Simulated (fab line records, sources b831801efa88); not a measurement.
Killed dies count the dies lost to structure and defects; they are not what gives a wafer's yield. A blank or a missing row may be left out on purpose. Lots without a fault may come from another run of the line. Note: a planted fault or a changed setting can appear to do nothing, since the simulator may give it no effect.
8D (eight disciplines) problem report, filled in by code + flow gf180mcu + the parts of the form that need people (team, actions taken, sign-off) are left out

## 1. THE ISSUE
A mean of 11.06 s is read at GF_NWELL_IMPLANT_09 for beamOnS, taken on 1 wafer of 1 lot, against 10.02 s (standard deviation 0.19) on wafers free of any fault. Measured from the usual mean, that is +5.5 standard deviations.
First observed at day 7 03:47: wafer L926.1, on implanter-03. Wafers with a number at this step in the record: 37, from 13 lots. Rule for "out", or "out of limits": more than 4 standard deviations from the usual mean. The other wafers with a number count as sound.

## 2. WHAT IT IS, AND WHAT IT ISN'T
| question                    | is                        | is not                                                                 |
|-----------------------------|---------------------------|------------------------------------------------------------------------|
| which readings at this step | beamOnS, faradayCurrentUA | -                                                                      |
| which lots                  | L926                      | L910, L911, L912, L913, L915, L916, L917, L918, L919, L920, L923, L932 |
| which wafers of those lots  | all that have a number    | -                                                                      |
| read on which tools         | implanter-03              | implanter-01, implanter-02                                             |
| when                        | from day 7 03:47          | up to then (33 sound wafers); but 3 sound wafers of L932 came after    |

## 3. WHAT RULES OUT EACH SUSPECT
Counting: any tool at a process step up to the reading is kept as a suspect provided that every lot that is out went through it and no sound lot did after the first of them.
- implanter-03 at GF_NWELL_IMPLANT_09: kept. It ran the lot that is out, L926 (day 7 03:47), and no sound lot after that; its last sound lot up to then is L920 (day 5 19:45). Its own beamOnS, faradayCurrentUA readings are out on those wafers.
The count leaves implanter-03 at GF_NWELL_IMPLANT_09.

## 4. THE CAUSE (what the simulator had put in)
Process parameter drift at GF_NWELL_IMPLANT_09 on implanter-03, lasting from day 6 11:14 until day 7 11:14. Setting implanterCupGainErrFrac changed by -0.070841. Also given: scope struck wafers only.
Only this tool survived the counting.

## 5. THE EFFECT CHAIN, in route order
Each row: a reading where the mean over the struck wafers with a number is more than 3 standard deviations away from the usual. Scope: only readings with a usual standard deviation given in the record; hours: median across lots of the time from each lot's start at the first step in this table that gives one to its start at this step; sigmas: change in usual standard deviations.
| hours | step                     | reading          | usual        | on struck wafers | change | sigmas |
|-------|--------------------------|------------------|--------------|------------------|--------|--------|
| 0     | GF_NWELL_IMPLANT_09      | beamOnS          | 10.02 s      | 11.06            | +1.04  | +5.5   |
| 0     | GF_NWELL_IMPLANT_09      | faradayCurrentUA | 22.5         | 20.5             | -2.0   | -4.8   |
| 122   | GF_VT_IMPLANT_RS_MEAS_47 | NWELL_RS         | 487.1 ohm/sq | 483.3            | -3.8   | -3.5   |
The process steps in it:
- GF_NWELL_IMPLANT_09

## 6. WHAT WOULD HAVE CAUGHT IT SOONER
In this record no reading fell out of limits until day 7 03:47, 17 hours after the fault had begun at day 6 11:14.
